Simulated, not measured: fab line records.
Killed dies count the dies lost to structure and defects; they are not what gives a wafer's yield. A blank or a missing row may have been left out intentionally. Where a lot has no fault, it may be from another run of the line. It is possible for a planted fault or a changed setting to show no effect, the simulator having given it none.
fab line records + flow sfqLine
record:
- lots: 14
- wafers: 42
- lastDay: 92
route steps=325 shown L0@12 I1@76 I3@134 I4@163
lots that met no fault: from a run of the same line without faults
startH: the number of hours between the record's first day and the start of the first shown wafer of the lot + waitH: how many hours have passed since the lot's step before this one + " same as the row above + L1.1+2: a single row standing in for several wafers + - no value, or no start given + * or withheld: withheld + < > ~ a bound
route shown NAME@n: names a module that has steps shown in the file, with the first one's number in the route + usual: mean and standard deviation over wafers with no fault + same: alike in all rows + chamber/n: place in a boat + sites: each site's reading + _std_site: standard deviation across them + _edge_site: inner sites' mean taken away from outer sites' mean + radiusMm: for every site, how far away it sits from the centre of the wafer + mask NAME#n: copy n + behind: tool/chamber where the wafer was last shaped + hold: why the lot was held/for how many hours/how that ended + device: transistor that didn't switch, given as n, p or np + end of line: tests of these same wafers at the route's end + step lacking rows: just its recipe + killed: not the wafer's yield, but the dies lost to structure and defects at the first sort + map: dies across one wafer; x = killed, . = not, _ = none there
set.NAME: the setting the step ran with; set.NAME@STEP: the setting that earlier step ran with + model.NAME: the simulator's own value behind a step, which no gauge read
a sample of lots followed through the steps of the route, with each step as a table and each wafer as a row
services: the hour from which a tool's chamber was out of use, counted from the record's first day as startH (under 0 if before that day), plus the number of hours and why
== steps ==
step: SFQ_TRILAYER_L0_BARC_OPEN_METAL_ETCH_010
recipe:
- maskMaterial: PR
- chemistry: O2
- targetDepthNm: 125
- target: BARC
- icpW: 600
- biasW: 80
- pressureMtorr: 10
- timeS: 41.7
usual:
- chamberPressureMTorr: 10.000/0.0093
- drypumpMotorCurrentA: 5.7/0.43
- oesProductAu: 0.687/0.0044
| lot.wafer | tool        | chamber | startH | waitH | chamberPressureMTorr | drypumpMotorCurrentA | oesProductAu | rfHoursCounterH |
|-----------|-------------|---------|--------|-------|----------------------|----------------------|--------------|-----------------|
| L511.1    | rieMetal-02 | 0       | 89.51  | 0.1   | 9.991                | 5.1                  | 0.693        | 120             |
| L511.4    | "           | 1       | "      | "     | 9.994                | 5.4                  | 0.681        | -               |
| L511.5    | "           | 1       | "      | "     | 9.993                | 5.3                  | 0.686        | -               |
| L512.1    | rieMetal-03 | 1       | 97.91  | 0.1   | 10.001               | 6.4                  | 0.683        | 163             |
| L512.5    | "           | 0       | "      | "     | 10.005               | 6.0                  | 0.681        | -               |
| L512.6    | "           | 1       | "      | "     | 10.011               | 6.4                  | 0.683        | -               |
| L513.1    | rieMetal-04 | 1       | 106.45 | 0.1   | 9.985                | 6.0                  | 0.690        | 195             |
| L513.2    | "           | 1       | "      | "     | 9.992                | 6.0                  | 0.683        | -               |
| L513.4    | "           | 1       | "      | "     | 10.014               | 6.0                  | 0.682        | -               |
| L514.3    | rieMetal-04 | 0       | 118.04 | 0.1   | 10.017               | 5.8                  | 0.686        | -               |
| L514.4    | "           | 0       | "      | "     | 10.009               | 5.8                  | 0.689        | -               |
| L514.6    | "           | 0       | "      | "     | 9.991                | 5.8                  | 0.683        | -               |
| L515.1    | rieMetal-03 | 0       | 125.20 | 0.1   | 10.005               | 6.0                  | 0.692        | 22              |
| L515.2    | "           | 1       | "      | "     | 9.993                | 6.4                  | 0.690        | 167             |
| L515.4    | "           | 0       | "      | "     | 9.987                | 6.0                  | 0.684        | -               |
| L516.1    | rieMetal-02 | 1       | 131.33 | 0.1   | 9.993                | 5.4                  | 0.689        | 86              |
| L516.2    | "           | 0       | "      | "     | 10.002               | 5.0                  | 0.693        | 124             |
| L516.5    | "           | 1       | "      | "     | 9.988                | 5.4                  | 0.691        | -               |
| L522.2    | rieMetal-02 | 1       | 155.33 | 0.1   | 10.000               | 5.4                  | 0.687        | 90              |
| L522.5    | "           | 1       | "      | "     | 10.019               | 5.4                  | 0.690        | -               |
| L522.6    | "           | 0       | "      | "     | 10.003               | 5.1                  | 0.687        | -               |
| L526.1    | rieMetal-02 | 1       | 181.45 | 0.1   | 9.994                | 5.4                  | 0.680        | 94              |
| L526.2    | "           | 0       | "      | "     | 10.004               | 5.1                  | 0.689        | 132             |
| L526.6    | "           | 1       | "      | "     | 9.998                | 5.4                  | 0.685        | -               |
| L527.1    | rieMetal-02 | 0       | 187.45 | 0.1   | 9.996                | 5.0                  | 0.690        | 133             |
| L527.2    | "           | 1       | "      | "     | 10.006               | 5.4                  | 0.687        | 95              |
| L527.6    | "           | 1       | "      | "     | 10.014               | 5.4                  | 0.686        | -               |
| L529.2    | rieMetal-02 | 1       | 199.46 | 0.1   | 9.999                | 5.4                  | 0.678        | 97              |
| L529.5    | "           | 1       | "      | "     | 10.009               | 5.4                  | 0.689        | -               |
| L529.6    | "           | 0       | "      | "     | 9.998                | 5.1                  | 0.677        | -               |
| L530.1    | rieMetal-02 | 0       | 200.66 | 0.1   | 10.000               | 5.1                  | 0.682        | 136             |
| L530.4    | "           | 0       | "      | "     | 10.018               | 5.1                  | 0.687        | -               |
| L530.5    | "           | 1       | "      | "     | 10.001               | 5.4                  | 0.683        | -               |
| L531.2    | rieMetal-03 | 0       | 201.86 | 0.1   | 10.001               | 6.0                  | 0.690        | 35              |
| L531.4    | "           | 0       | "      | "     | 9.996                | 6.0                  | 0.689        | -               |
| L531.6    | "           | 1       | "      | "     | 9.995                | 6.4                  | 0.689        | -               |
| L532.1    | rieMetal-02 | 0       | 203.49 | 0.1   | 10.008               | 5.0                  | 0.696        | 136             |
| L532.5    | "           | 0       | "      | "     | 10.000               | 5.1                  | 0.684        | -               |
| L532.6    | "           | 1       | "      | "     | 10.006               | 5.4                  | 0.690        | -               |
| L533.1    | rieMetal-04 | 0       | 204.26 | 0.1   | 9.986                | 5.8                  | 0.685        | 17              |
| L533.5    | "           | 0       | "      | "     | 10.004               | 5.8                  | 0.689        | -               |
| L533.6    | "           | 1       | "      | "     | 10.002               | 6.0                  | 0.685        | -               |
step: SFQ_TRILAYER_I1_METRO_MEASURE_047
usual:
- thkNm: 199.6/1.3
| lot.wafer | tool         | chamber | startH | waitH | thkNm |
|-----------|--------------|---------|--------|-------|-------|
| L511.1    | filmMetro-01 | -       | 554.40 | 0.1   | 202.8 |
| L511.4    | "            | -       | "      | "     | 201.1 |
| L511.5    | "            | -       | "      | "     | 200.4 |
| L512.1    | filmMetro-01 | -       | 569.59 | 0.1   | 198.6 |
| L512.5    | "            | -       | "      | "     | 199.7 |
| L512.6    | "            | -       | "      | "     | 200.8 |
| L513.1    | filmMetro-04 | -       | 574.80 | 0.1   | 197.7 |
| L513.2    | "            | -       | "      | "     | 199.0 |
| L513.4    | "            | -       | "      | "     | 198.5 |
| L514.3    | filmMetro-02 | -       | 577.19 | 0.5   | 199.2 |
| L514.4    | "            | -       | "      | "     | 199.9 |
| L514.6    | "            | -       | "      | "     | 201.5 |
| L515.1    | filmMetro-04 | -       | 585.86 | 0.1   | 200.7 |
| L515.2    | "            | -       | "      | "     | 201.8 |
| L515.4    | "            | -       | "      | "     | 198.4 |
| L516.1    | filmMetro-01 | -       | 616.40 | 0.1   | 200.2 |
| L516.2    | "            | -       | "      | "     | 199.4 |
| L516.5    | "            | -       | "      | "     | 200.4 |
| L522.2    | filmMetro-01 | -       | 662.30 | 0.3   | 199.5 |
| L522.5    | "            | -       | "      | "     | 200.2 |
| L522.6    | "            | -       | "      | "     | 199.4 |
| L526.1    | filmMetro-02 | -       | 685.27 | 0.1   | 199.0 |
| L526.2    | "            | -       | "      | "     | 199.1 |
| L526.6    | "            | -       | "      | "     | 197.8 |
| L527.1    | filmMetro-02 | -       | 699.45 | 0.1   | 198.5 |
| L527.2    | "            | -       | "      | "     | 199.8 |
| L527.6    | "            | -       | "      | "     | 199.6 |
| L529.2    | filmMetro-04 | -       | 731.57 | 0.3   | 200.9 |
| L529.5    | "            | -       | "      | "     | 200.8 |
| L529.6    | "            | -       | "      | "     | 199.0 |
| L530.1    | filmMetro-02 | -       | 737.37 | 0.1   | 199.9 |
| L530.4    | "            | -       | "      | "     | 200.6 |
| L530.5    | "            | -       | "      | "     | 200.8 |
| L531.2    | filmMetro-02 | -       | 743.57 | 0.3   | 199.3 |
| L531.4    | "            | -       | "      | "     | 199.1 |
| L531.6    | "            | -       | "      | "     | 199.1 |
| L532.1    | filmMetro-02 | -       | 749.37 | 0.1   | 197.0 |
| L532.5    | "            | -       | "      | "     | 196.5 |
| L532.6    | "            | -       | "      | "     | 198.1 |
| L533.1    | filmMetro-01 | -       | 756.26 | 0.1   | 197.2 |
| L533.5    | "            | -       | "      | "     | 200.5 |
| L533.6    | "            | -       | "      | "     | 200.3 |
step: SFQ_TRILAYER_I3_CMP_CMP_082
recipe:
- material: SiO2
- downForcePsi: 3
- platenRpm: 60
- padVelocityMS: 0.94248
usual:
- motorCurrentA: 9.9/0.94
- timeToEndpointS: 216/7.9
| lot.wafer | tool   | chamber | startH  | waitH | motorCurrentA | timeToEndpointS |
|-----------|--------|---------|---------|-------|---------------|-----------------|
| L511.4    | cmp-02 | 1       | 906.53  | 27.0  | 8.3           | 221             |
| L511.1    | "      | 2       | "       | "     | 10.4          | 207             |
| L511.5    | "      | 3       | "       | "     | 10.0          | 211             |
| L512.1    | cmp-02 | 2       | 1041.06 | 2.7   | 10.6          | 220             |
| L512.5    | "      | 0       | 1042.06 | 3.7   | 10.3          | 218             |
| L512.6    | "      | 1       | "       | "     | 8.0           | 226             |
| L513.1    | cmp-02 | 0       | 1043.56 | 4.0   | 10.3          | 216             |
| L513.4    | "      | 1       | "       | "     | 8.3           | 239             |
| L513.2    | "      | 2       | "       | "     | 10.7          | 216             |
| L514.4    | cmp-01 | 0       | 1053.02 | 5.0   | 8.7           | 226             |
| L514.3    | "      | 1       | "       | "     | 9.7           | 215             |
| L514.6    | "      | 3       | 1054.52 | 6.5   | 11.4          | 216             |
| L515.4    | cmp-01 | 3       | 1055.52 | 5.3   | 11.1          | 234             |
| L515.2    | "      | 0       | "       | "     | 8.8           | 231             |
| L515.1    | "      | 1       | "       | "     | 10.0          | 219             |
| L516.2    | cmp-02 | 0       | 1061.56 | 2.9   | 11.1          | 214             |
| L516.1    | "      | 1       | "       | "     | 8.2           | 231             |
| L516.5    | "      | 3       | 1063.06 | 4.4   | 9.8           | 222             |
| L522.2    | cmp-01 | 0       | 1101.52 | 17.7  | 9.2           | 224             |
| L522.5    | "      | 1       | "       | "     | 10.2          | 219             |
| L522.6    | "      | 2       | "       | "     | 9.8           | 213             |
| L526.2    | cmp-02 | 2       | 1113.06 | 19.6  | 10.6          | 275             |
| L526.1    | "      | 1       | 1114.56 | 21.1  | 8.1           | 218             |
| L526.6    | "      | 2       | "       | "     | 10.6          | 284             |
| L527.1    | cmp-02 | 2       | 1125.06 | 25.5  | 10.5          | 281             |
| L527.2    | "      | 1       | 1126.56 | 27.0  | 8.2           | 222             |
| L527.6    | "      | 3       | 1127.56 | 27.9  | 9.8           | 221             |
| L529.2    | cmp-02 | 2       | 1224.09 | 1.0   | 10.4          | 218             |
| L529.5    | "      | 0       | 1225.09 | 2.0   | 10.0          | 213             |
| L529.6    | "      | 1       | "       | "     | 8.1           | 229             |
| L530.4    | cmp-01 | 2       | 1230.79 | 0.5   | 10.3          | 210             |
| L530.1    | "      | 3       | "       | "     | 11.1          | 222             |
| L530.5    | "      | 1       | 1232.29 | 2.0   | 10.3          | 219             |
| L531.2    | cmp-01 | 1       | 1237.99 | 0.5   | 10.4          | 212             |
| L531.4    | "      | 2       | "       | "     | 9.9           | 205             |
| L531.6    | "      | 1       | 1239.99 | 2.5   | 10.4          | 220             |
| L532.1    | cmp-02 | 2       | 1246.79 | 4.0   | 10.5          | 211             |
| L532.5    | "      | 3       | "       | "     | 10.0          | 215             |
| L532.6    | "      | 0       | "       | "     | 10.7          | 206             |
| L533.1    | cmp-02 | 2       | 1248.79 | 4.8   | 10.4          | 210             |
| L533.5    | "      | 1       | 1250.29 | 6.2   | 7.8           | 221             |
| L533.6    | "      | 2       | "       | "     | 10.7          | 214             |
step: SFQ_TRILAYER_I3_METRO_MEASURE_083
usual:
- thkNm: 199.8/1.3
| lot.wafer | tool         | chamber | startH  | waitH | thkNm |
|-----------|--------------|---------|---------|-------|-------|
| L511.1    | filmMetro-01 | -       | 908.65  | 0.1   | 199.5 |
| L511.4    | "            | -       | "       | "     | 200.2 |
| L511.5    | "            | -       | "       | "     | 199.2 |
| L512.1    | filmMetro-04 | -       | 1043.18 | 0.1   | 201.8 |
| L512.5    | "            | -       | "       | "     | 201.1 |
| L512.6    | "            | -       | "       | "     | 202.4 |
| L513.1    | filmMetro-04 | -       | 1046.18 | 0.1   | 199.0 |
| L513.2    | "            | -       | "       | "     | 200.6 |
| L513.4    | "            | -       | "       | "     | 201.1 |
| L514.3    | filmMetro-02 | -       | 1055.54 | 0.5   | 200.9 |
| L514.4    | "            | -       | "       | "     | 202.6 |
| L514.6    | "            | -       | "       | "     | 200.0 |
| L515.1    | filmMetro-01 | -       | 1058.14 | 0.1   | 200.4 |
| L515.2    | "            | -       | "       | "     | 201.9 |
| L515.4    | "            | -       | "       | "     | 199.2 |
| L516.1    | filmMetro-01 | -       | 1064.18 | 0.1   | 201.1 |
| L516.2    | "            | -       | "       | "     | 198.3 |
| L516.5    | "            | -       | "       | "     | 200.9 |
| L522.2    | filmMetro-04 | -       | 1103.34 | 0.3   | 200.7 |
| L522.5    | "            | -       | "       | "     | 198.9 |
| L522.6    | "            | -       | "       | "     | 197.7 |
| L526.1    | filmMetro-04 | -       | 1116.18 | 0.1   | 201.6 |
| L526.2    | "            | -       | "       | "     | 304.6 |
| L526.6    | "            | -       | "       | "     | 307.3 |
| L527.1    | filmMetro-02 | -       | 1128.18 | 0.1   | 306.6 |
| L527.2    | "            | -       | "       | "     | 202.1 |
| L527.6    | "            | -       | "       | "     | 200.8 |
| L529.2    | filmMetro-02 | -       | 1226.41 | 0.3   | 200.4 |
| L529.5    | "            | -       | "       | "     | 199.0 |
| L529.6    | "            | -       | "       | "     | 200.9 |
| L530.1    | filmMetro-01 | -       | 1233.41 | 0.1   | 199.5 |
| L530.4    | "            | -       | "       | "     | 197.8 |
| L530.5    | "            | -       | "       | "     | 198.9 |
| L531.2    | filmMetro-01 | -       | 1240.81 | 0.3   | 198.2 |
| L531.4    | "            | -       | "       | "     | 198.6 |
| L531.6    | "            | -       | "       | "     | 200.0 |
| L532.1    | filmMetro-02 | -       | 1248.41 | 0.1   | 199.8 |
| L532.5    | "            | -       | "       | "     | 201.1 |
| L532.6    | "            | -       | "       | "     | 199.1 |
| L533.1    | filmMetro-04 | -       | 1251.41 | 0.1   | 197.7 |
| L533.5    | "            | -       | "       | "     | 200.5 |
| L533.6    | "            | -       | "       | "     | 199.5 |
step: SFQ_TRILAYER_I3_VIA_ETCH_VIA_ETCH_088
recipe:
- target: SiO2
- stopOn: Nb
- maskMaterial: PR
- taperDeg: 20
- chemistry: CHF3
- targetDepthNm: 260
- sourceW: 500
- biasW: 80
- pressureMtorr: 30
- timeS: withheld
usual:
- chamberPressureMTorr: 29.999/0.026
- drypumpMotorCurrentA: 6.0/0.52
- oesProductAu: 0.854/0.0053
| lot.wafer | tool       | chamber | startH  | waitH | chamberPressureMTorr | drypumpMotorCurrentA | oesProductAu |
|-----------|------------|---------|---------|-------|----------------------|----------------------|--------------|
| L511.1    | rieDiel-03 | 1       | 1031.35 | 0.0   | 29.959               | 6.2                  | 0.850        |
| L511.4    | "          | 0       | "       | "     | 29.989               | 5.8                  | 0.856        |
| L511.5    | "          | 2       | "       | "     | 29.983               | 6.3                  | 0.848        |
| L512.1    | rieDiel-04 | 1       | 1153.93 | 0.0   | 29.998               | 6.7                  | 0.858        |
| L512.5    | "          | 2       | "       | "     | 30.033               | 5.6                  | 0.858        |
| L512.6    | "          | 1       | "       | "     | 30.025               | 6.6                  | 0.856        |
| L513.1    | rieDiel-04 | 0       | 1156.33 | 0.0   | 30.005               | 5.0                  | 0.852        |
| L513.2    | "          | 1       | "       | "     | 29.976               | 6.7                  | 0.849        |
| L513.4    | "          | 2       | "       | "     | 30.015               | 5.5                  | 0.862        |
| L514.3    | rieDiel-03 | 2       | 1162.33 | 0.0   | 30.017               | 6.3                  | 0.860        |
| L514.4    | "          | 0       | "       | "     | 30.015               | 5.7                  | 0.867        |
| L514.6    | "          | 0       | "       | "     | 30.039               | 5.7                  | 0.852        |
| L515.1    | rieDiel-04 | 2       | 1164.73 | 0.0   | 30.020               | 5.6                  | 0.862        |
| L515.2    | "          | 3       | "       | "     | 29.998               | 5.8                  | 0.851        |
| L515.4    | "          | 0       | "       | "     | 30.015               | 5.0                  | 0.851        |
| L516.1    | rieDiel-04 | 1       | 1170.73 | 0.0   | 30.036               | 6.6                  | 0.856        |
| L516.2    | "          | 3       | "       | "     | 29.965               | 5.8                  | 0.844        |
| L516.5    | "          | 0       | "       | "     | 30.048               | 5.0                  | 0.859        |
| L522.2    | rieDiel-03 | 3       | 1205.08 | 0.0   | 30.000               | 6.2                  | 0.857        |
| L522.5    | "          | 2       | "       | "     | 29.991               | 6.3                  | 0.855        |
| L522.6    | "          | 3       | "       | "     | 29.977               | 6.3                  | 0.856        |
| L526.1    | rieDiel-02 | 2       | 1228.10 | 0.0   | 30.040               | 6.3                  | 0.858        |
| L526.2    | "          | 3       | "       | "     | 30.005               | 6.3                  | 0.987        |
| L526.6    | "          | 3       | "       | "     | 30.034               | 6.3                  | 1.006        |
| L527.1    | rieDiel-02 | 1       | 1240.67 | 0.0   | 29.996               | 5.0                  | 0.990        |
| L527.2    | "          | 2       | "       | "     | 29.999               | 6.4                  | 0.863        |
| L527.6    | "          | 1       | "       | "     | 30.007               | 5.0                  | 0.861        |
| L529.2    | rieDiel-02 | 0       | 1338.40 | 0.0   | 29.962               | 6.0                  | 0.853        |
| L529.5    | "          | 2       | "       | "     | 29.981               | 6.4                  | 0.852        |
| L529.6    | "          | 3       | "       | "     | 29.978               | 6.3                  | 0.854        |
| L530.1    | rieDiel-02 | 3       | 1348.00 | 0.0   | 30.003               | 6.3                  | 0.859        |
| L530.4    | "          | 2       | "       | "     | 29.991               | 6.4                  | 0.842        |
| L530.5    | "          | 3       | "       | "     | 30.011               | 6.3                  | 0.857        |
| L531.2    | rieDiel-02 | 1       | 1356.52 | 0.0   | 30.036               | 5.0                  | 0.849        |
| L531.4    | "          | 3       | "       | "     | 30.015               | 6.3                  | 0.850        |
| L531.6    | "          | 3       | "       | "     | 30.031               | 6.3                  | 0.853        |
| L532.1    | rieDiel-02 | 3       | 1363.85 | 0.0   | 30.016               | 6.3                  | 0.861        |
| L532.5    | "          | 2       | "       | "     | 30.020               | 6.4                  | 0.858        |
| L532.6    | "          | 3       | "       | "     | 29.999               | 6.3                  | 0.852        |
| L533.1    | rieDiel-03 | 2       | 1366.25 | 0.0   | 29.953               | 6.3                  | 0.847        |
| L533.5    | "          | 0       | "       | "     | 29.981               | 5.7                  | 0.858        |
| L533.6    | "          | 3       | "       | "     | 30.054               | 6.3                  | 0.850        |
step: SFQ_TRILAYER_I4_DEP_PECVD_099
recipe:
- material: SiO2
- tempC: 150
- timeS: 111.11
- pressureTorr: 2.4
- rfW: 183.3
- precursor: SiH4/N2O
- targetThkNm: 500
usual:
- chamberPressureTorr: 2.399/0.0051
- heaterPowerW: 78/8.1
- throttleValvePct: 24.3/1.5
| lot.wafer | tool     | chamber | startH  | waitH | chamberPressureTorr | heaterPowerW | throttleValvePct |
|-----------|----------|---------|---------|-------|---------------------|--------------|------------------|
| L511.1    | pecvd-03 | 0       | 1148.43 | 0.0   | 2.398               | 69           | 23.1             |
| L511.4    | "        | 2       | "       | "     | 2.403               | 89           | 25.7             |
| L511.5    | "        | 0       | "       | "     | 2.404               | 75           | 23.4             |
| L512.1    | pecvd-04 | 1       | 1257.59 | 0.0   | 2.395               | 77           | 25.8             |
| L512.5    | "        | 0       | "       | "     | 2.402               | 74           | 22.8             |
| L512.6    | "        | 1       | "       | "     | 2.401               | 77           | 25.6             |
| L513.1    | pecvd-03 | 1       | 1259.99 | 0.0   | 2.400               | 100          | 28.1             |
| L513.2    | "        | 0       | "       | "     | 2.396               | 79           | 23.3             |
| L513.4    | "        | 0       | "       | "     | 2.396               | 80           | 23.2             |
| L514.3    | pecvd-01 | 1       | 1268.39 | 0.0   | 2.405               | 74           | 24.4             |
| L514.4    | "        | 1       | "       | "     | 2.398               | 77           | 24.4             |
| L514.6    | "        | 0       | "       | "     | 2.404               | 80           | 25.0             |
| L515.1    | pecvd-04 | 2       | 1269.85 | 0.0   | 2.401               | 83           | 24.1             |
| L515.2    | "        | 1       | "       | "     | 2.398               | 79           | 26.0             |
| L515.4    | "        | 0       | "       | "     | 2.407               | 73           | 23.3             |
| L516.1    | pecvd-01 | 1       | 1278.25 | 0.0   | 2.399               | 76           | 24.2             |
| L516.2    | "        | 0       | "       | "     | 2.405               | 79           | 25.4             |
| L516.5    | "        | 0       | "       | "     | 2.388               | 80           | 25.3             |
| L522.2    | pecvd-04 | 1       | 1318.92 | 0.0   | 2.396               | 69           | 26.4             |
| L522.5    | "        | 1       | "       | "     | 2.406               | 76           | 25.9             |
| L522.6    | "        | 0       | "       | "     | 2.401               | 65           | 23.0             |
| L526.1    | pecvd-01 | 2       | 1341.72 | 0.0   | 2.406               | 80           | 22.3             |
| L526.2    | "        | 0       | "       | "     | 2.395               | 83           | 22.8             |
| L526.6    | "        | 2       | "       | "     | 2.401               | 82           | 22.4             |
| L527.1    | pecvd-01 | 1       | 1358.64 | 0.0   | 2.393               | 66           | 23.1             |
| L527.2    | "        | 0       | "       | "     | 2.403               | 82           | 22.6             |
| L527.6    | "        | 2       | "       | "     | 2.394               | 79           | 22.4             |
| L529.2    | pecvd-01 | 0       | 1436.47 | 0.0   | 2.389               | 73           | 23.1             |
| L529.5    | "        | 0       | "       | "     | 2.400               | 78           | 23.2             |
| L529.6    | "        | 1       | "       | "     | 2.385               | 60           | 23.1             |
| L530.1    | pecvd-04 | 2       | 1443.67 | 0.0   | 2.403               | 70           | 24.4             |
| L530.4    | "        | 2       | "       | "     | 2.401               | 73           | 24.3             |
| L530.5    | "        | 1       | "       | "     | 2.400               | 74           | 26.5             |
| L531.2    | pecvd-01 | 0       | 1455.67 | 0.0   | 2.406               | 83           | 23.2             |
| L531.4    | "        | 1       | "       | "     | 2.398               | 71           | 23.1             |
| L531.6    | "        | 2       | "       | "     | 2.398               | 82           | 22.5             |
| L532.1    | pecvd-01 | 0       | 1464.07 | 0.0   | 2.392               | 77           | 23.4             |
| L532.5    | "        | 1       | "       | "     | 2.402               | 70           | 23.1             |
| L532.6    | "        | 2       | "       | "     | 2.404               | 87           | 22.7             |
| L533.1    | pecvd-03 | 1       | 1468.99 | 0.0   | 2.396               | 93           | 28.3             |
| L533.5    | "        | 0       | "       | "     | 2.405               | 66           | 23.6             |
| L533.6    | "        | 1       | "       | "     | 2.414               | 94           | 27.9             |
== services ==
| tool         | chamber | startH | hours | kind   |
|--------------|---------|--------|-------|--------|
| filmMetro-01 | -       | 76.14  | 1.3   | pm     |
| filmMetro-02 | -       | 84.06  | 0.1   | pm     |
| filmMetro-02 | -       | 144.39 | 0.6   | pm     |
| filmMetro-01 | -       | 261.04 | 0.8   | pm     |
| filmMetro-02 | -       | 279.03 | 1.5   | pm     |
| filmMetro-01 | -       | 309.79 | 0.1   | pm     |
| filmMetro-01 | -       | 320.34 | 1.1   | pm     |
| filmMetro-02 | -       | 329.06 | 0.4   | pm     |
| filmMetro-02 | -       | 345.09 | 3.9   | repair |
| filmMetro-02 | -       | 389.39 | 0.5   | pm     |
| filmMetro-01 | -       | 407.57 | 5.5   | pm     |
| filmMetro-01 | -       | 480.06 | 25.4  | repair |
| filmMetro-01 | -       | 507.12 | 0.8   | pm     |
| filmMetro-02 | -       | 524.03 | 0.3   | pm     |
| filmMetro-01 | -       | 555.60 | 0.3   | pm     |
| filmMetro-01 | -       | 565.34 | 0.5   | pm     |
| filmMetro-02 | -       | 574.06 | 1.3   | pm     |
| filmMetro-01 | -       | 607.26 | 0.3   | pm     |
| filmMetro-02 | -       | 635.63 | 0.2   | pm     |
| filmMetro-01 | -       | 701.65 | 1.5   | pm     |
| filmMetro-02 | -       | 717.62 | 1.5   | pm     |
| filmMetro-01 | -       | 742.46 | 11.6  | pm     |
| filmMetro-01 | -       | 754.09 | 0.3   | pm     |
| filmMetro-02 | -       | 769.13 | 0.9   | pm     |
== key ==
firstSign:
- step: SFQ_TRILAYER_I3_CMP_CMP_082
- reading: timeToEndpointS
- direction: up
- sigmas: 8.1
- usual: *
- struck: *
effect:
- step: SFQ_TRILAYER_I3_METRO_MEASURE_083
- reading: thkNm
- direction: up
- sigmas: 83
- usual: 199.8
- struck: 306.2
effect:
- step: SFQ_TRILAYER_I3_VIA_ETCH_VIA_ETCH_088
- reading: oesProductAu
- direction: up
- sigmas: 26
- usual: 0.854
- struck: 0.994
metAt SFQ_TRILAYER_I3_CMP_CMP_082
struckLots L526,L527
struckWafers L526.2,L526.6,L527.1
notActingAt SFQ_TRILAYER_L0_BARC_OPEN_METAL_ETCH_010,SFQ_TRILAYER_I1_METRO_MEASURE_047,SFQ_TRILAYER_I4_DEP_PECVD_099
onsetBetween 1043.56 1113.06
fault:
- kind: processParameterDrift
- tool: cmp-02
- chamber: 2
- onsetH: 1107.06
- steps: SFQ_TRILAYER_I3_CMP_CMP_082
- channel: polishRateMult
- offset: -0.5
- shape: step
- endH: 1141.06
